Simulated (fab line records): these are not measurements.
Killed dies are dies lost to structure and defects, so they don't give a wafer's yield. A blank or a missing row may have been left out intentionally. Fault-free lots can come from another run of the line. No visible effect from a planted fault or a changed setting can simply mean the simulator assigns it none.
Which tool is to blame?	flow sky130	14 lots with 42 wafers sampled at 2 steps, on a route of 708 steps

## WHAT THE GAUGES SHOWED, per wafer
SKY_SONOS_ONO_THK_MEAS_03. Usual: SONOS_ONO_CVD_02_THK gives 10.60 nm (standard deviation 0.12).
lot	measured	on	SONOS_ONO_CVD_02_THK (nm)	flag
L835	day 11 15:14	film_metro-02	10.58 10.67 10.61	
L834	day 11 15:14	film_metro-01	10.58 10.61 10.68	
L837	day 12 08:33	film_metro-01	10.72 10.74 10.76	
L838	day 12 12:36	film_metro-03	10.81 10.68 10.74	
L839	day 13 03:08	film_metro-03	10.28 10.41 10.50	
L841	day 13 23:12	film_metro-01	10.69 10.71 10.60	
L843	day 14 16:40	film_metro-03	10.69 10.77 10.77	
L851	day 17 06:13	film_metro-01	10.50 10.59 10.43	
L852	day 17 17:07	film_metro-01	10.42 10.53 10.59	
L853	day 18 02:49	film_metro-03	10.59 10.47 10.59	
L854	day 18 08:01	film_metro-03	10.68 10.72 10.66	
L855	day 18 09:08	film_metro-01	10.35 10.34 10.33	
L856	day 18 18:31	film_metro-01	10.58 10.71 10.68	
L857	day 19 23:01	film_metro-02	10.59 10.65 10.73	

## WHICH TOOL RAN EACH LOT (tool, then ch and the chambers of the sampled wafers, then the start)
lot	SKY_VT_ADJUST_LVTN_EXPOSE_15
L835	iline_stepper-02 ch 0, day 7 10:31
L834	iline_stepper-02 ch 0, day 7 10:38
L837	iline_stepper-02 ch 0, day 8 01:04
L838	iline_stepper-02 ch 0, day 8 04:10
L839	iline_stepper-01 ch 0, day 8 13:25
L841	iline_stepper-01 ch 0, day 9 08:03
L843	iline_stepper-02 ch 0, day 9 20:04
L851	iline_stepper-02, day 12 02:52
L852	iline_stepper-01, day 12 10:29
L853	iline_stepper-02 ch 0, day 12 19:46
L854	iline_stepper-01 ch 0, day 13 00:55
L855	iline_stepper-01 ch 0, day 13 01:22
L856	iline_stepper-01 ch 0, day 13 10:03
L857	iline_stepper-01 ch 0, day 14 08:01
- SKY_VT_ADJUST_LVTN_EXPOSE_15: exposes mask HVN STD DERIVED, target cd 600 nm.

## WHAT THE TOOLS THEMSELVES READ (means of the sampled wafers that have a number; where no wafer has one, the mark that the record gives instead)
SKY_VT_ADJUST_LVTN_EXPOSE_15. Usual: exposure_dose_mJ_cm2 163.03, standard deviation 0.16; focus_offset_nm -0.1 nm, standard deviation 0.49.
lot	tool	exposure_dose_mJ_cm2	focus_offset_nm (nm)	flag
L835	iline_stepper-02	163.08	-0.4	
L834	iline_stepper-02	162.99	-0.1	
L837	iline_stepper-02	162.90	0.1	
L838	iline_stepper-02	163.00	-0.4	
L839	iline_stepper-01	162.88	0.3	
L841	iline_stepper-01	163.03	-0.2	
L843	iline_stepper-02	163.01	-0.6	
L851	iline_stepper-02	-	-	OFF
L852	iline_stepper-01	-	-	OFF
L853	iline_stepper-02	163.23	0.1	
L854	iline_stepper-01	163.13	-0.6	
L855	iline_stepper-01	162.95	0.2	
L856	iline_stepper-01	163.13	0.2	
L857	iline_stepper-01	163.13	0.4	

## THE ANSWER, worked out from the rows above alone
Rule: take the mean of a lot's wafers that have a number; if it is more than 3 standard deviations from the usual mean, the lot is off. A lot without any number at a reading at which 4 lots or more have one is off too. All remaining lots with rows at the step are treated as sound. The gauges are gone through in route order, then the tools' own readings, and for those a lot's mean is taken as printed above. The first step at which some lot is off is used, and at that step the reading that is off furthest; a lot without a number counts as furthest.
Off: L851, L852 (SKY_VT_ADJUST_LVTN_EXPOSE_15, exposure_dose_mJ_cm2). Without a number there: L851, L852.
If a tool, at that step or one of the process steps before it, ran each lot that is off and ran no sound lot following the first of them, it fits. Of those tried, none fits.

## WHAT THE SIMULATOR PUT IN
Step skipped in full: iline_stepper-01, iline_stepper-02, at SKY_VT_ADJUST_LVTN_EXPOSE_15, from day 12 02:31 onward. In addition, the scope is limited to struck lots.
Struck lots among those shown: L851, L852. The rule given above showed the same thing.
